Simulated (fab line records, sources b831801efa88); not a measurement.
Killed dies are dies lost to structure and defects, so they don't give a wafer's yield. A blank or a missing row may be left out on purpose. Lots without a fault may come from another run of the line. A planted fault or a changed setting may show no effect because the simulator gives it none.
A struck lot beside a sound one | flow sky130 | 23 steps out of a route of 708
Sound: wafers L825.1, L825.2, L825.4. Struck: wafers L829.1, L829.2, L829.6. The cause comes at the end.
At each step with rows: each side's tool, then ch and its chambers, then its first start. Under that, the readings that differ: sound wafers | struck wafers | difference of the means | sigmas: that difference in standard deviations of wafers without a fault.
alike: readings whose means differ by less than 2 such deviations, and words and numbers that are the same on both sides. not compared: withheld readings, readings that some wafer has no value for, bounds like >300 that may hide the same value, and numbers for which the record gives no deviation and whose values overlap.
The two part at a step that has a row with sigmas, a row that says differs or no value, or rows on one side only. Numbers that don't overlap but have no deviation are shown without sigmas and don't part them. A reading that every wafer of one side lacks parts them only if that side has two wafers or more.

first, 5 steps without rows for these wafers: SKY_POLY_CUT_COAT_03 (resist thk 450 nm); SKY_POLY_CUT_SOFTBAKE_04 (time 90 s); SKY_POLY_CUT_EXPOSE_05 (exposes mask NPCM, target cd 270 nm); SKY_POLY_CUT_PEB_06; SKY_POLY_CUT_DEVELOP_07 (develop time 60 s).
SKY_POLY_CUT_CD_MEAS_08: target cd 270 nm.
  sound on cd_sem-02, day 24 10:12; struck on cd_sem-01, day 26 01:17
  alike: cd_nm
SKY_POLY_CUT_OVL_MEAS_09:
  sound on overlay-01, day 24 10:19; struck on overlay-02, day 26 01:24
  alike: POLY_CUT_OVL
SKY_POLY_CUT_ETCH_10: etches BARC in N2/H2, stops on SiO2, time 45.9 s, target depth 60 nm.
  sound on rie_diel-01 ch 0,2,3, day 24 10:22; struck on rie_diel-03 ch 0,1,3, day 26 01:26
  alike: drypump_motor_current_A, oes_product_au, throttle_valve_pct
  not compared: rf_hours_counter_h
SKY_POLY_CUT_ETCH_11: etches Si3N4 in CF4/CH2F2/Ar, stops on poly-Si, time 42.5 s, target depth 60 nm.
  sound on rie_diel-01 ch 0,2,3, day 24 10:24; struck on rie_diel-03 ch 0,1,3, day 26 01:29
  alike: drypump_motor_current_A, oes_product_au, throttle_valve_pct
  not compared: rf_hours_counter_h
SKY_POLY_CUT_STRIP_12: strips in O2/N2.
  sound on plasma_asher-04 ch 0,1, day 24 10:26; struck on plasma_asher-04 ch 0,1, day 26 01:31
  alike: drypump_motor_current_A, oes_product_au, strip_time_to_endpoint_s
  not compared: rf_hours_counter_h
then, 2 steps without rows for these wafers: SKY_SD_P_DEHYDRATE_00 (time 60 s); SKY_SD_P_HMDS_01 (prime time 60 s).
SKY_SD_P_COAT_02: resist thk 1140 nm.
  sound on litho_track-03 ch 0, day 25 00:52; struck on litho_track-03 ch 0, day 26 16:28
  reading                                   | sound          | struck            | difference | sigmas
  model.NOVOLAK_of_SD_P_COAT_02.thk_nm (nm) | 1138 1138 1140 | 478.5 478.7 479.3 | -659.8     |
  alike: exhaust_pa
then, 3 steps without rows for these wafers: SKY_SD_P_SOFTBAKE_03 (time 60 s); SKY_SD_P_EXPOSE_04 (exposes mask PSDM, target cd 380 nm); SKY_SD_P_PEB_05.
SKY_SD_P_DEVELOP_06: develop time 60 s.
  sound on litho_track-01 ch 0, day 25 14:52; struck on litho_track-01 ch 0, day 27 06:34
  reading                                   | sound          | struck            | difference | sigmas
  model.NOVOLAK_of_SD_P_COAT_02.thk_nm (nm) | 1138 1137 1140 | 478.1 478.3 478.9 | -659.9     |
  alike: exhaust_pa
SKY_SD_P_CD_MEAS_07: target cd 380 nm.
  sound on cd_sem-01, day 25 15:01; struck on cd_sem-01, day 27 06:43
  reading    | sound             | struck            | difference | sigmas
  cd_nm (nm) | 376.2 378.5 378.7 | 470.2 468.4 472.3 | +92.5      | +33
SKY_SD_P_OVL_MEAS_08:
  sound on overlay-02, day 25 15:08; struck on overlay-01, day 27 06:50
  alike: SD_P_OVL
then, 1 step without rows for these wafers: SKY_SD_P_IMPLANT_09.
SKY_SD_P_STRIP_10: strips in O2/N2.
  sound on plasma_asher-04 ch 0,1, day 25 15:20; struck on plasma_asher-04 ch 0,1, day 27 07:02
  reading                      | sound             | struck            | difference | sigmas
  oes_product_au (a.u.)        | 0.621 0.618 0.607 | 0.503 0.491 0.496 | -0.119     | -26
  strip_time_to_endpoint_s (s) | 17.45 17.46 17.49 | 9.86 9.86 9.85    | -7.61      | -99 or more
  alike: drypump_motor_current_A
  not compared: rf_hours_counter_h
SKY_SD_P_TW_MEAS_11:
  sound on film_metro-03, day 25 15:26; struck on film_metro-01, day 27 07:08
  alike: SD_P_TW
-- the record jumps here: 20 days lie between the struck wafers' starts before and after (it left off in module SD_P and takes up again in module PAD_OPEN, whose first step shown is number 708 of the route) --
SKY_PAD_OPEN_PROBE_99:
  sound on prober-02, day 45 22:47; struck on prober-02, day 47 01:34
  alike: killed_at_M0_to_M3, killed_at_M4_up, killed_at_contacts, killed_at_front_end, killed_at_other, killed_dies, killed_open, killed_short

WHERE THEY PART
First at SKY_SD_P_CD_MEAS_07; last, within this record, at SKY_SD_P_STRIP_10. Later steps at which nothing parts them and some readings are alike: SKY_SD_P_TW_MEAS_11, SKY_PAD_OPEN_PROBE_99.

WHY: what the simulator had put in
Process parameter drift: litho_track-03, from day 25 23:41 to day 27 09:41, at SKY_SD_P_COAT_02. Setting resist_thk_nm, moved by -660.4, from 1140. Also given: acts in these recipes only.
